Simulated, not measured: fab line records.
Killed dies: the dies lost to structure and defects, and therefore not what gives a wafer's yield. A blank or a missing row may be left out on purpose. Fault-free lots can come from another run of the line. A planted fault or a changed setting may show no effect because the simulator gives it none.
Matching of chambers -- flow sky130 -- 4 sister chambers for SKY_LI_CONTACT_CMP_02 on cmp-01
The step polishes PSG. 8 wafers are shown with their chamber, then 6 later ones without.

## EACH WAFER AND ITS CHAMBER
wafer,chamber,motor-current-A (A),time-to-endpoint-s (s)
L263.3,0,10.4,35.8
L266.2,3,11.6,35.4
L266.6,3,11.4,36.1
L267.1,2,9.2,34.1
L267.6,0,10.3,34.2
L270.1,2,8.8,34.5
L270.3,1,11.7,35.8
L270.6,1,11.7,32.8

## WAFERS WITHOUT THEIR CHAMBER
wafer,motor-current-A (A),time-to-endpoint-s (s)
L271.1,10.9,35.6
L271.4,9.2,35.2
L271.5,9.0,35.0
L273.1,9.7,29.3
L273.3,9.2,30.0
L273.5,9.0,31.9

## THE CHAMBER EACH PASSED THROUGH
wafer,from the rows above,in truth
L271.1,can't be placed: 0 or 3 or 1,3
L271.4,2,2
L271.5,2,2
L273.1,can't be placed: 2 or 0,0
L273.3,2,2
L273.5,2,2
Correct placement for 4 of the 6. Can't be placed from these rows: 2 (the true chamber is among the candidates in 2). Wrongly placed: 0.
How it was worked out, from the rows above alone: a wafer's distance from a chamber is the root of the sum, over the readings, of the square of ((its reading less the chamber's mean) divided by the reading's scatter). If the next closest chamber is less than 2 further off than the closest, the wafer can't be placed; otherwise it belongs to the closest. Each chamber's mean is taken over the wafers shown for it. How the scatter is found: for the shown wafers, subtract from each reading the mean of its chamber, square and add these, divide the total by (wafers less chambers), then take the root.
